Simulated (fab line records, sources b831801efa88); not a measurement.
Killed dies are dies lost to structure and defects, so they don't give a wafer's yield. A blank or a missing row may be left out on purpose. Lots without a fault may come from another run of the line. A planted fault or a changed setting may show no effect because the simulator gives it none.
Which tool did it? | flow sky130 | 6 lots, 18 wafers sampled, at 1 step of a route of 708

WHAT THE GAUGES READ, wafer by wafer
SKY_POLY_GATE_CD_MEAS_13: target cd 150 nm.
lot  | measured     | on        | cd_nm (nm)
L487 | day 17 22:46 | cd_sem-01 | 149.9 149.7 149.5
L491 | day 18 21:54 | cd_sem-02 | 149.2 148.5 149.2
L494 | day 20 00:36 | cd_sem-01 | 148.3 148.8 148.0
L503 | day 23 08:41 | cd_sem-02 | 149.9 149.1 149.8
L506 | day 23 20:02 | cd_sem-01 | 148.4 149.0 150.1
L508 | day 24 08:01 | cd_sem-01 | 150.8 151.2 149.8

WHICH TOOL RAN EACH LOT (tool, then ch and the chambers of the sampled wafers, then the start)
The record holds no process step before these readings.

THE ANSWER, worked out from the rows above alone
Rule: what is usual is taken from the lots themselves. Put in order of their means at a reading, lots are off if they are a third of the lots or fewer, leave a main group of 4 or more, and stand apart from it by a gap of 3 or more times the standard deviation of the main group's means; of several such gaps the widest counts. A main group whose means are all the same, to the digits that the tables above print for the reading, isn't used. A lot without any number at a reading at which 4 lots or more have one is off too. The other lots that the step has rows for count as sound.
No lot is off at any reading shown: from this, nothing can be told.

WHAT THE SIMULATOR HAD PUT IN
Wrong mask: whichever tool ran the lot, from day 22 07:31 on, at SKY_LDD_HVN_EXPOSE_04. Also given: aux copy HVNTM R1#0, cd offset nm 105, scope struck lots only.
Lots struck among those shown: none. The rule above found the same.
